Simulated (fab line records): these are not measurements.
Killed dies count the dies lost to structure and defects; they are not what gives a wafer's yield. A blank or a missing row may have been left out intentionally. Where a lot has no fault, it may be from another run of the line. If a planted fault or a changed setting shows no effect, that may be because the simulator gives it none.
fab line records	flow sky130
record lots=6	wafers=18	last-day=51
route steps=708 shown SD_N@350 SD_P@359 RES_XHIGH@360 SALICIDE@361 LI_CONTACT@362 PAD_OPEN@708
lots untouched by any fault: they come from a run of this same line in which no faults occurred
start-h: start of the lot's first displayed wafer, in hours after the record's first day	wait-h: hours elapsed since this lot's preceding step	" identical to the entry in the row above	L1.1+2: several wafers, shown together as one row	- no value present, or no start provided	* or withheld: withheld	< > ~ a bound
route shown NAME@n: NAME is a module with steps in the file, n the number in the route of the first one	usual: average and standard deviation across the fault-free wafers	same: alike in all rows	chamber/n: place in a boat	sites: readings site by site	_std_site: standard deviation of those values	_edge_site: inner sites' mean taken away from outer sites' mean	radius-mm: for every site, how far away it sits from the centre of the wafer	mask NAME#n: copy n	behind: the last tool/chamber to shape the wafer	hold: what put the lot on hold/how long, in hours/how the hold closed	device: transistor that didn't switch, given as n, p or np	end of line: tests of these same wafers at the route's end	where a step has no rows: the recipe by itself	killed: not the wafer's yield, but the dies lost to structure and defects at the first sort	map: a wafer's dies, x killed, . not, _ none there
set.NAME: the setting the step ran with; set.NAME@STEP: the setting that earlier step ran with	model.NAME: the simulator's own value behind a step, which no gauge read
lots at selected steps of the route; one table per step, one row per wafer
services: from which hour (start-h, from the record's first day; less than 0 if before it) a tool's chamber was out of use, for how many hours, and why
## steps
# step SKY_SD_N_OVL_MEAS_08
# usual SD_N_OVL=1.0/1.5
lot.wafer	tool	chamber	start-h	wait-h	SD_N_OVL[nm]
L851.3	overlay-01	-	706.07	0.1	3.2
L851.4	"	-	"	"	3.8
L851.5	"	-	"	"	3.5
L855.3	overlay-01	-	738.12	0.1	3.9
L855.4	"	-	"	"	1.5
L855.6	"	-	"	"	0.0
L857.2	overlay-01	-	743.24	0.1	0.9
L857.3	"	-	"	"	1.5
L857.5	"	-	"	"	1.9
L865.1	overlay-01	-	795.31	0.1	1.2
L865.3	"	-	"	"	1.8
L865.4	"	-	"	"	2.9
L869.3	overlay-01	-	818.87	0.1	2.7
L869.5	"	-	"	"	2.7
L869.6	"	-	"	"	1.2
L870.1	overlay-02	-	832.51	0.1	1.8
L870.2	"	-	"	"	2.7
L870.3	"	-	"	"	2.2
# step SKY_SD_N_IMPLANT_09
# recipe species=As	energy-kev=50	dose-cm2=4e+15	tilt-deg=0
# step SKY_SD_N_IMPLANT_10
# recipe species=P	energy-kev=20	dose-cm2=1e+14	tilt-deg=0
# step SKY_SD_N_STRIP_11
# recipe chemistry=O2/N2	power-w=1400	pressure-mtorr=1500	platen-temp-c=withheld	o2-flow-sccm=3000	n2-flow-sccm=300	overash-fraction=0.5
# usual drypump-motor-current-A=5.44/0.28	oes-product-au=0.528/0.0039	strip-time-to-endpoint-s=22.57/0.037
lot.wafer	tool	chamber	start-h	wait-h	drypump-motor-current-A	oes-product-au	rf-hours-counter-h	strip-time-to-endpoint-s
L851.3	plasma-asher-03	0	706.43	0.1	5.32	0.527	-	22.59
L851.4	"	1	"	"	5.26	0.525	-	22.59
L851.5	"	0	"	"	5.32	0.528	-	22.57
L855.3	plasma-asher-01	0	738.48	0.1	5.12	0.526	-	22.56
L855.4	"	1	"	"	5.30	0.529	-	22.59
L855.6	"	1	"	"	5.33	0.525	-	22.56
L857.2	plasma-asher-02	1	743.57	0.1	5.89	0.530	0	22.55
L857.3	"	1	"	"	5.93	0.532	-	22.62
L857.5	"	1	"	"	5.90	0.528	-	22.59
L865.1	plasma-asher-03	1	795.64	0.1	5.28	0.527	97	22.55
L865.3	"	1	"	"	5.28	0.528	-	22.64
L865.4	"	0	"	"	5.31	0.535	-	22.60
L869.3	plasma-asher-03	1	819.23	0.1	5.29	0.530	-	22.63
L869.5	"	1	"	"	5.28	0.527	-	22.62
L869.6	"	0	"	"	5.31	0.530	-	22.58
L870.1	plasma-asher-01	0	832.85	0.1	5.13	0.521	70	22.52
L870.2	"	1	"	"	5.30	0.520	70	22.53
L870.3	"	1	"	"	5.30	0.533	-	22.57
# step SKY_SD_N_TW_MEAS_12
# usual SD_N_TW=3951/36
lot.wafer	tool	chamber	start-h	wait-h	SD_N_TW
L851.3	film-metro-02	-	706.51	0.1	3906
L851.4	"	-	"	"	3933
L851.5	"	-	"	"	3910
L855.3	film-metro-02	-	738.56	0.1	3915
L855.4	"	-	"	"	3936
L855.6	"	-	"	"	3937
L857.2	film-metro-04	-	743.68	0.1	3994
L857.3	"	-	"	"	3985
L857.5	"	-	"	"	3951
L865.1	film-metro-03	-	795.74	0.1	3895
L865.3	"	-	"	"	3912
L865.4	"	-	"	"	3891
L869.3	film-metro-04	-	819.31	0.1	4012
L869.5	"	-	"	"	4018
L869.6	"	-	"	"	3985
L870.1	film-metro-04	-	832.95	0.1	3988
L870.2	"	-	"	"	3990
L870.3	"	-	"	"	3990
# step SKY_SD_N_CLEAN_13
# recipe chemistry=SC1/SC2	mix=1:4:20	temp-c=70	time-s=150	dry=n2-spin
# step SKY_SD_N_RTA_14
# recipe temp-c=1075	time-s=2	idle-temp-c=650	ramp-up-c-per-s=150	ramp-down-c-per-s=90	ambient=N2
# usual lamp-power-pct=15.73/0.053	wafer_temp_C_max=1078.0/1.1
lot.wafer	tool	chamber	start-h	wait-h	lamp-power-pct	wafer_temp_C_max
L851.3	rtp-anneal-01	0	706.63	0.0	15.78	1079.7
L851.4	"	0	"	"	15.73	1079.4
L851.5	"	0	"	"	15.68	1077.6
L855.3	rtp-anneal-01	0	738.67	0.0	15.69	1079.6
L855.4	"	0	"	"	15.82	1076.1
L855.6	"	0	"	"	15.72	1077.8
L857.2	rtp-anneal-01	0	743.78	0.0	15.82	1080.0
L857.3	"	0	"	"	15.77	1077.7
L857.5	"	0	"	"	15.73	1078.0
L865.1	rtp-anneal-01	0	795.86	0.0	15.75	1080.1
L865.3	"	0	"	"	15.70	1079.8
L865.4	"	0	"	"	15.77	1076.5
L869.3	rtp-anneal-01	0	819.44	0.0	15.81	1078.4
L869.5	"	0	"	"	15.71	1076.8
L869.6	"	0	"	"	15.73	1078.1
L870.1	rtp-anneal-02	0	833.06	0.0	15.76	1077.6
L870.2	"	0	"	"	15.76	1079.5
L870.3	"	0	"	"	15.73	1078.2
# step SKY_SD_N_RS_MEAS_16
# recipe thk-meas-gauge=four-point-probe
# usual SD_N_RS=68.57/0.13
lot.wafer	tool	chamber	start-h	wait-h	SD_N_RS[ohm/sq]
L851.3	film-metro-04	-	706.82	0.1	68.71
L851.4	"	-	"	"	68.69
L851.5	"	-	"	"	68.69
L855.3	film-metro-04	-	738.87	0.1	68.58
L855.4	"	-	"	"	68.65
L855.6	"	-	"	"	68.82
L857.2	film-metro-02	-	743.97	0.1	68.43
L857.3	"	-	"	"	68.59
L857.5	"	-	"	"	68.30
L865.1	film-metro-02	-	796.03	0.1	68.60
L865.3	"	-	"	"	68.31
L865.4	"	-	"	"	68.19
L869.3	film-metro-04	-	819.63	0.1	68.67
L869.5	"	-	"	"	68.63
L869.6	"	-	"	"	68.64
L870.1	film-metro-02	-	833.23	0.1	68.43
L870.2	"	-	"	"	68.62
L870.3	"	-	"	"	68.53
# step SKY_SD_N_RS_MEAS_17
# recipe thk-meas-gauge=four-point-probe
# usual SD_P_RS=147.1/0.4
lot.wafer	tool	chamber	start-h	wait-h	SD_P_RS[ohm/sq]
L851.3	film-metro-04	-	706.94	0.1	147.7
L851.4	"	-	"	"	148.0
L851.5	"	-	"	"	148.2
L855.3	film-metro-04	-	738.99	0.1	147.3
L855.4	"	-	"	"	147.4
L855.6	"	-	"	"	147.8
L857.2	film-metro-02	-	744.09	0.1	146.7
L857.3	"	-	"	"	147.4
L857.5	"	-	"	"	146.9
L865.1	film-metro-02	-	796.15	0.1	146.7
L865.3	"	-	"	"	146.5
L865.4	"	-	"	"	146.3
L869.3	film-metro-04	-	819.75	0.1	147.3
L869.5	"	-	"	"	147.6
L869.6	"	-	"	"	147.3
L870.1	film-metro-02	-	833.35	0.1	147.1
L870.2	"	-	"	"	146.9
L870.3	"	-	"	"	147.3
# step SKY_SD_N_RS_MEAS_18
# recipe thk-meas-gauge=four-point-probe
# usual RES_XHIGH_RS=333.0/1.2
lot.wafer	tool	chamber	start-h	wait-h	RES_XHIGH_RS[ohm/sq]
L851.3	film-metro-04	-	707.06	0.1	334.3
L851.4	"	-	"	"	334.0
L851.5	"	-	"	"	333.1
L855.3	film-metro-04	-	739.11	0.1	333.7
L855.4	"	-	"	"	334.0
L855.6	"	-	"	"	334.2
L857.2	film-metro-02	-	744.21	0.1	332.6
L857.3	"	-	"	"	331.7
L857.5	"	-	"	"	332.2
L865.1	film-metro-02	-	796.27	0.1	331.2
L865.3	"	-	"	"	332.4
L865.4	"	-	"	"	331.8
L869.3	film-metro-04	-	819.87	0.1	333.5
L869.5	"	-	"	"	332.4
L869.6	"	-	"	"	334.6
L870.1	film-metro-02	-	833.47	0.1	333.3
L870.2	"	-	"	"	333.9
L870.3	"	-	"	"	333.8
# step SKY_SALICIDE_CLEAN_00
# recipe chemistry=HF-last	time-s=30	dilution=100:1	dry=ipa-marangoni
# step SKY_LI_CONTACT_HDPCVD_00
# recipe material=PSG	target-thk-nm=930	sigma-open-frac=0.3	time-s=155	temp-c=600	sih4-flow-sccm=60	pressure-mtorr=6
# usual run-length-s=183.2/0.34	susceptor-temp-C=599.99/0.29
lot.wafer	tool	chamber	start-h	wait-h	run-length-s	susceptor-temp-C	model.PSG_of_LI_CONTACT_HDPCVD_00.thk-nm
L851.3	hdpcvd-02	2	707.16	0.0	183.8	600.11	941.8
L851.4	"	2	"	"	182.5	600.01	937.3
L851.5	"	1	"	"	184.1	600.21	915.1
L855.3	hdpcvd-02	2	739.33	0.0	156.1	-	784.6
L855.4	"	0	"	"	156.1	-	781.3
L855.6	"	2	"	"	156.1	-	777.2
L857.2	hdpcvd-02	1	744.33	0.0	156.6	-	769.4
L857.3	"	2	"	"	156.8	-	772.2
L857.5	"	1	"	"	156.7	-	758.8
L865.1	hdpcvd-01	1	796.41	0.0	183.6	600.01	943.5
L865.3	"	0	"	"	183.1	600.09	938.4
L865.4	"	0	"	"	183.1	600.48	954.2
L869.3	hdpcvd-01	2	819.97	0.0	183.3	600.01	911.8
L869.5	"	2	"	"	182.9	600.05	922.5
L869.6	"	0	"	"	183.6	600.09	934.3
L870.1	hdpcvd-02	1	833.61	0.0	183.5	600.15	930.2
L870.2	"	2	"	"	182.5	600.25	940.3
L870.3	"	0	"	"	182.6	599.89	943.9
# step SKY_LI_CONTACT_THK_MEAS_01
# recipe reads=PSG_of_LI_CONTACT_HDPCVD_00
# usual LI_CONTACT_HDPCVD_THK=933/9.4
lot.wafer	tool	chamber	start-h	wait-h	LI_CONTACT_HDPCVD_THK[nm]
L851.3	film-metro-02	-	707.28	0.1	941
L851.4	"	-	"	"	938
L851.5	"	-	"	"	915
L855.3	film-metro-02	-	739.46	0.1	785
L855.4	"	-	"	"	781
L855.6	"	-	"	"	777
L857.2	film-metro-04	-	744.44	0.1	770
L857.3	"	-	"	"	772
L857.5	"	-	"	"	759
L865.1	film-metro-04	-	796.51	0.1	944
L865.3	"	-	"	"	939
L865.4	"	-	"	"	954
L869.3	film-metro-03	-	820.10	0.1	912
L869.5	"	-	"	"	922
L869.6	"	-	"	"	935
L870.1	film-metro-04	-	833.71	0.1	930
L870.2	"	-	"	"	940
L870.3	"	-	"	"	944
# step SKY_LI_CONTACT_CMP_02
# recipe material=PSG	down-force-psi=4	platen-rpm=60	pad-velocity-m-s=0.94248
# usual motor-current-A=11.7/0.75	time-to-endpoint-s=32.7/2.6
lot.wafer	tool	chamber	start-h	wait-h	motor-current-A	time-to-endpoint-s
L851.4	cmp-01	0	707.32	0.0	9.9	32.9
L851.3	"	1	"	"	11.3	35.7
L851.5	"	1	"	"	12.2	35.2
L855.3	cmp-01	3	739.60	0.1	12.4	14.9
L855.4	"	0	"	"	10.7	18.0
L855.6	"	2	"	"	11.6	14.5
L857.3	cmp-01	1	744.96	0.5	11.2	17.3
L857.2	"	2	"	"	11.8	16.8
L857.5	"	1	"	"	11.2	16.5
L865.1	cmp-02	1	796.62	0.1	11.9	35.1
L865.3	"	2	"	"	12.3	34.6
L865.4	"	3	"	"	12.4	37.4
L869.3	cmp-01	2	824.37	4.3	11.0	33.4
L869.5	"	3	"	"	12.2	31.5
L869.6	"	0	"	"	9.9	33.9
L870.3	cmp-01	3	833.77	0.0	12.5	32.4
L870.1	"	0	"	"	10.4	37.9
L870.2	"	2	"	"	11.5	34.7
# step SKY_LI_CONTACT_BOW_MEAS_03
# recipe mode=bow
# usual LI_CONTACT_BOW=55/7.1
lot.wafer	tool	chamber	start-h	wait-h	LI_CONTACT_BOW[um]
L851.3	film-metro-03	-	707.66	0.2	42
L851.4	"	-	"	"	57
L851.5	"	-	"	"	58
L855.3	film-metro-02	-	739.84	0.2	53
L855.4	"	-	"	"	62
L855.6	"	-	"	"	58
L857.2	film-metro-02	-	745.23	0.2	64
L857.3	"	-	"	"	51
L857.5	"	-	"	"	41
L865.1	film-metro-03	-	796.87	0.2	59
L865.3	"	-	"	"	54
L865.4	"	-	"	"	72
L869.3	film-metro-03	-	824.56	0.1	65
L869.5	"	-	"	"	51
L869.6	"	-	"	"	62
L870.1	film-metro-03	-	834.07	0.2	53
L870.2	"	-	"	"	64
L870.3	"	-	"	"	52
# step SKY_PAD_OPEN_PROBE_99
# usual killed_at_M0_to_M3=42/6.7	killed_at_M4_up=3.0/1.9	killed-at-contacts=24/5.3	killed-at-front-end=16/4.3	killed-at-other=0.4/0.71	killed-dies=85/9.6	killed-open=46/6.5	killed-short=39/6.7
# same gross-dies=492	killed-at-back-side=0
lot.wafer	tool	chamber	start-h	wait-h	killed_at_M0_to_M3	killed_at_M4_up	killed-at-contacts	killed-at-front-end	killed-at-other	killed-dies	killed-open	killed-short
L869.3	prober-02	-	1208.82	0.2	44	6	30	14	0	94	58	36
L869.5	prober-02	-	1208.92	0.2	42	5	21	16	0	84	53	31
L869.6	prober-02	-	1208.97	0.2	34	3	26	15	2	80	47	33
# killed by level:class
L869.3 LI_CONTACT:geometric-particle:open=12 VIA1:geometric-particle:open=11 VIA2:geometric-particle:open=7 LI_CONTACT:geometric-particle:short=6 CONTACT:geometric-particle:open=6 VIA3:geometric-particle:open=6 VIA1:geometric-particle:short=5 FIELD_ISO:geometric-particle:open=5
L869.5 VIA1:geometric-particle:open=10 LI_CONTACT:geometric-particle:open=7 VIA3:geometric-particle:open=7 CONTACT:geometric-particle:open=7 VIA2:geometric-particle:open=7 VIA1:geometric-particle:short=6 FIELD_ISO:geometric-particle:open=5 FIELD_ISO:geometric-particle:short=4
L869.6 LI_CONTACT:geometric-particle:open=9 CONTACT:geometric-particle:open=7 VIA1:geometric-particle:open=7 VIA2:geometric-particle:open=6 FIELD_ISO:geometric-particle:open=5 METAL2:geometric-particle:short=5 POLY_GATE:geometric-particle:open=4 LI_CONTACT:geometric-particle:short=4
## services
tool	chamber	start-h	hours	kind
cmp-01	-	686.30	4.0	pm
plasma-asher-02	-	698.95	0.7	repair
cmp-02	-	711.32	4.3	repair
plasma-asher-01	-	715.12	14.0	repair
hdpcvd-01	-	718.50	5.5	pm
rtp-anneal-02	-	724.62	4.5	pm
plasma-asher-02	-	733.75	9.0	pm
plasma-asher-02	0	733.75	9.0	vent-cycle
plasma-asher-02	1	733.75	9.0	vent-cycle
hdpcvd-01	-	742.69	4.3	pm
plasma-asher-02	0	742.75	-	clean
plasma-asher-02	1	742.75	-	clean
cmp-02	-	744.00	4.0	pm
hdpcvd-02	-	745.12	2.1	repair
cmp-02	-	748.00	-	consumable-replace:conditioner
cmp-02	-	748.00	-	consumable-replace:pad
hdpcvd-01	2	754.49	15.6	repair
cmp-01	-	759.02	2.1	repair
cmp-01	-	784.23	1.7	repair
hdpcvd-02	0	789.12	5.7	repair
cmp-02	-	817.50	8.1	pm
cmp-01	-	819.18	3.8	repair
rtp-anneal-02	-	833.18	61.6	pm
## key
first-sign step=SKY_LI_CONTACT_HDPCVD_00	reading=run-length-s	direction=down	sigmas=80	usual=*	struck=*
effect step=SKY_LI_CONTACT_THK_MEAS_01	reading=LI_CONTACT_HDPCVD_THK	direction=down	sigmas=17	usual=933	struck=774
effect step=SKY_LI_CONTACT_CMP_02	reading=time-to-endpoint-s	direction=down	sigmas=6.4	usual=*	struck=*
model-effect step=SKY_LI_CONTACT_HDPCVD_00	value=PSG_of_LI_CONTACT_HDPCVD_00.thk-nm	without=933.3	struck=773.9
met-at SKY_LI_CONTACT_HDPCVD_00
struck-wafers L855.3,L855.4,L855.6,L857.2,L857.3,L857.5
tester-left-out L855,L857
onset-between 707.16 739.33
fault kind=process-parameter-drift	tool=hdpcvd-02	chamber=-	onset-h=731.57	steps=SKY_LI_CONTACT_HDPCVD_00	channel=time-s	offset=*	shape=step	end-h=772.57	acts-in=*	stated=*
# tester-left-out: of these lots the tester's yield and bins aren't shown, on N5 and GAA mostly nor the transistor test; their killed dies are dies lost to structure and defects alone, not to doping, threshold or leakage, so they don't give the yield
